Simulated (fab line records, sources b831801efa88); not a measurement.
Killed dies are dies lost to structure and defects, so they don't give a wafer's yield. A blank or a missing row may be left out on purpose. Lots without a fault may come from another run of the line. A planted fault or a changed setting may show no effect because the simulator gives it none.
Which tool did it? | flow sky130 | 12 lots, 36 wafers sampled, at 4 steps of a route of 708

WHAT THE GAUGES READ, wafer by wafer
SKY_SONOS_ONO_THK_MEAS_03.
lot  | measured     | on            | SONOS_ONO_CVD_02_THK (nm)
L211 | day 11 18:14 | film_metro-04 | 10.78 11.02 10.71
L212 | day 12 00:34 | film_metro-02 | 10.56 10.70 10.57
L213 | day 12 04:50 | film_metro-01 | 10.68 10.65 10.81
L215 | day 12 15:05 | film_metro-04 | 10.44 10.50 10.61
L216 | day 13 03:44 | film_metro-04 | 10.59 10.46 10.49
L218 | day 13 18:30 | film_metro-04 | 10.47 10.38 10.47
L219 | day 14 05:43 | film_metro-02 | 10.65 10.59 10.48
L223 | day 15 11:33 | film_metro-02 | 10.66 10.61 10.66
L227 | day 16 16:45 | film_metro-04 | 10.54 10.58 10.65
L229 | day 17 06:17 | film_metro-02 | 10.52 10.62 10.54
L231 | day 17 22:09 | film_metro-02 | 10.46 10.62 10.55
L232 | day 18 10:01 | film_metro-04 | 10.41 10.37 10.39

SKY_SONOS_ONO_CD_MEAS_13: target cd 410 nm.
lot  | measured     | on        | cd_nm (nm)
L211 | day 12 19:38 | cd_sem-02 | 410.7 413.0 410.7
L212 | day 13 02:49 | cd_sem-02 | 410.6 407.6 410.2
L213 | day 13 07:11 | cd_sem-02 | 411.3 412.7 410.8
L215 | day 13 18:40 | cd_sem-02 | 409.8 409.9 410.8
L216 | day 14 06:40 | cd_sem-02 | 407.8 406.2 407.0
L218 | day 14 22:23 | cd_sem-01 | 415.8 414.8 413.3
L219 | day 15 10:28 | cd_sem-02 | 413.7 411.6 410.7
L223 | day 16 17:59 | cd_sem-01 | 408.0 409.6 408.3
L227 | day 17 22:40 | cd_sem-02 | 406.7 404.4 403.7
L229 | day 18 13:07 | cd_sem-02 | 408.6 409.8 409.6
L231 | day 19 06:04 | cd_sem-02 | 408.8 410.4 409.0
L232 | day 19 18:34 | cd_sem-02 | 405.1 405.7 404.0

SKY_GATE_OXIDE_OVL_MEAS_10.
lot  | measured     | on         | GATE_OXIDE_OVL (nm)
L211 | day 13 23:02 | overlay-01 | -0.2 -0.7 0.3
L212 | day 14 07:17 | overlay-02 | -1.2 0.3 -1.5
L213 | day 14 12:05 | overlay-01 | 0.5 -1.4 -0.4
L215 | day 14 23:35 | overlay-02 | -93.3 -93.1 -92.3
L216 | day 15 11:59 | overlay-01 | -93.2 -92.2 -92.3
L218 | day 16 05:28 | overlay-02 | -92.0 -92.7 -92.5
L219 | day 16 15:52 | overlay-02 | -94.2 -93.0 -93.0
L223 | day 18 00:55 | overlay-02 | 0.6 1.6 0.6
L227 | day 19 07:01 | overlay-01 | 1.7 0.9 2.3
L229 | day 19 22:50 | overlay-02 | -0.2 0.9 2.3
L231 | day 20 14:26 | overlay-02 | -0.4 0.4 1.2
L232 | day 21 02:56 | overlay-02 | 1.4 1.3 0.2

WHICH TOOL RAN EACH LOT (tool, then ch and the chambers of the sampled wafers, then the start)
lot  | SKY_GATE_OXIDE_EXPOSE_07
L211 | iline_stepper-02 ch 0, day 13 10:24
L212 | iline_stepper-01 ch 0, day 13 17:55
L213 | iline_stepper-01 ch 0, day 13 23:02
L215 | iline_stepper-01 ch 0, day 14 10:32
L216 | iline_stepper-01 ch 0, day 14 22:07
L218 | iline_stepper-01 ch 0, day 15 16:00
L219 | iline_stepper-01 ch 0, day 16 01:56
L223 | iline_stepper-02 ch 0, day 17 10:23
L227 | iline_stepper-02 ch 0, day 18 15:48
L229 | iline_stepper-02 ch 0, day 19 07:37
L231 | iline_stepper-02 ch 0, day 19 23:17
L232 | iline_stepper-02 ch 0, day 20 11:34
- SKY_GATE_OXIDE_EXPOSE_07: exposes mask LVOM, target cd 600 nm.

WHAT THE TOOLS THEMSELVES READ (means of the sampled wafers that have a number; where no wafer has one, the mark that the record gives instead)
SKY_GATE_OXIDE_EXPOSE_07.
lot  | tool             | exposure_dose_mJ_cm2
L211 | iline_stepper-02 | 169.92
L212 | iline_stepper-01 | 170.08
L213 | iline_stepper-01 | 170.33
L215 | iline_stepper-01 | 170.14
L216 | iline_stepper-01 | 169.85
L218 | iline_stepper-01 | 170.04
L219 | iline_stepper-01 | 170.04
L223 | iline_stepper-02 | 169.67
L227 | iline_stepper-02 | 169.86
L229 | iline_stepper-02 | 169.98
L231 | iline_stepper-02 | 170.03
L232 | iline_stepper-02 | 169.89

THE ANSWER, worked out from the rows above alone
Rule: what is usual is taken from the lots themselves. Put in order of their means at a reading, lots are off if they are a third of the lots or fewer, leave a main group of 4 or more, and stand apart from it by a gap of 3 or more times the standard deviation of the main group's means; of several such gaps the widest counts. A main group whose means are all the same, to the digits that the tables above print for the reading, isn't used. A lot without any number at a reading at which 4 lots or more have one is off too. The other lots that the step has rows for count as sound. The gauges are gone through in route order, then the tools' own readings, and for those a lot's mean is taken as printed above. The first step at which some lot is off is used, and at that step the reading that is off furthest; a lot without a number counts as furthest.
Off: L215, L216, L218, L219, at SKY_GATE_OXIDE_OVL_MEAS_10 (GATE_OXIDE_OVL). The main group: mean 0.4 nm, standard deviation 0.79.
A tool fits if, at a process step before that reading, it ran every lot that is off, and no sound lot after the first of them. The gauges at SKY_GATE_OXIDE_OVL_MEAS_10 are tried like those tools. One fits: iline_stepper-01 at SKY_GATE_OXIDE_EXPOSE_07. Its last sound lot is L213 (day 13 23:02), its first lot that is off L215 (day 14 10:32): a fault that began between those two fits.

WHAT THE SIMULATOR HAD PUT IN
Scanner matching overlay: iline_stepper-01, from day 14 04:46 on, at SKY_GATE_OXIDE_EXPOSE_07. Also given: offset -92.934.
Lots struck among those shown: L215, L216, L218, L219. The rule above found the same.
